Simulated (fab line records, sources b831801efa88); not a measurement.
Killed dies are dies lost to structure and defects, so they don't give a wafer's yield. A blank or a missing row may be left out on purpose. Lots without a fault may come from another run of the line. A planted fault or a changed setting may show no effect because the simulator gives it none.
Split-lot experiment | flow sky130 | 5 lots, 23 wafers read, on a route of 708 steps

THE SPLIT
At SKY_LDD_P_EXPOSE_04 (exposes mask PSDM, target cd 380 nm), the setting dose_mj was moved away from the recipe's 138 on 7 of the 23 wafers read, by -6.5% to +6.2%. The other wafers ran this setting at the recipe's value.

FROM THE SPLIT TO THE READING: what the file shows between them, 2 steps
- SKY_LDD_P_PEB_05
- SKY_LDD_P_DEVELOP_06: develop time 60 s

THE READING
cd_nm, in nm, at SKY_LDD_P_CD_MEAS_07 (target cd 380 nm). Fault-free wafers of this fab line usually give 381.6 nm, standard deviation 2.8 nm.

wafer  | tool, chamber at the split | dose_mj as run | against the recipe | cd_nm, nm | against lot-mates on the recipe
L076.2 | iline_stepper-01, 0        | 138            | recipe             | 376.1     | -
L076.3 | iline_stepper-01, 0        | 138            | recipe             | 376.8     | -
L076.4 | iline_stepper-01, 0        | 138            | recipe             | 374.7     | -
L080.1 | iline_stepper-02, 0        | 138            | recipe             | 382.7     | -
L080.2 | iline_stepper-02, 0        | 133.7          | -3.1%              | 374.1     | -9.2
L080.3 | iline_stepper-02, 0        | 133.7          | -3.1%              | 374.3     | -9.0
L080.4 | iline_stepper-02, 0        | 138            | recipe             | 384.8     | -
L080.6 | iline_stepper-02, 0        | 138            | recipe             | 382.4     | -
L081.1 | iline_stepper-02, 0        | 146.6          | +6.2%              | 398.3     | +19.4
L081.2 | iline_stepper-02, 0        | 146.6          | +6.2%              | 398.1     | +19.2
L081.3 | iline_stepper-02, 0        | 146.6          | +6.2%              | 399.0     | +20.1
L081.4 | iline_stepper-02, 0        | 138            | recipe             | 379.4     | -
L081.5 | iline_stepper-02, 0        | 138            | recipe             | 378.5     | -
L082.1 | iline_stepper-02, 0        | 138            | recipe             | 383.9     | -
L082.2 | iline_stepper-02, 0        | 138            | recipe             | 383.7     | -
L082.3 | iline_stepper-02, 0        | 138            | recipe             | 382.9     | -
L082.4 | iline_stepper-02, 0        | 138            | recipe             | 381.9     | -
L082.6 | iline_stepper-02, 0        | 138            | recipe             | 382.1     | -
L083.2 | iline_stepper-02, 0        | 138            | recipe             | 381.5     | -
L083.3 | iline_stepper-02, 0        | 129            | -6.5%              | 361.7     | -18.4
L083.4 | iline_stepper-02, 0        | 138            | recipe             | 378.6     | -
L083.5 | iline_stepper-02, 0        | 129            | -6.5%              | 359.7     | -20.4
L083.6 | iline_stepper-02, 0        | 138            | recipe             | 380.1     | -

THE FIT
A straight line over all 23 wafers: cd_nm changes by +2.87 nm for each +1% of dose_mj; r = +0.96; the points scatter about the line by 2.7 nm.
The same after taking each lot's own level away (the mean of its wafers on the recipe; 23 wafers): +3.05 nm for each +1%; r = +1.00; scatter 0.91 nm.
On that fit, the largest move of dose_mj shifts the reading by 20 nm.
The lots' own levels span 375.87 to 383.30 nm, that is 2.7 times the standard deviation above.
So the lot-to-lot level changes the slope little: the two slopes agree.
Check: with one of the wafers moved furthest among these (-6.5%) left out of the fit, the line predicts -20.2 nm for it against its lot-mates. It came out at -18.4 nm against them.

OTHER SPLITS ON THESE WAFERS
These wafers also went through other splits before the reading. Each is held against what the fit with the lots' levels taken away leaves over:
other split on the same wafers       | wafers away from the commonest value | r with cd_nm (lot level and that fit taken away)
SKY_SONOS_TUNNEL_EXPOSE_04 dose_mj   | 11                                   | +0.13
SKY_SONOS_ONO_CVD_02 pressure_mtorr  | 10                                   | -0.07
SKY_SONOS_ONO_EXPOSE_10 dose_mj      | 11                                   | -0.05
SKY_SONOS_ONO_ETCH_15 time_s         | 9                                    | +0.05
SKY_POLY_GATE_IMPLANT_02 energy_kev  | 5                                    | -0.18
SKY_POLY_GATE_EXPOSE_10 dose_mj      | 7                                    | -0.24
SKY_POLY_GATE_OXIDATION_20 ox_time_s | 10                                   | +0.06
SKY_LDD_N_IMPLANT_12 energy_kev      | 8                                    | +0.33

THE FILE'S OWN FIT
cd_nm changes by +3.03 nm for each +1% of dose_mj, r = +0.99.
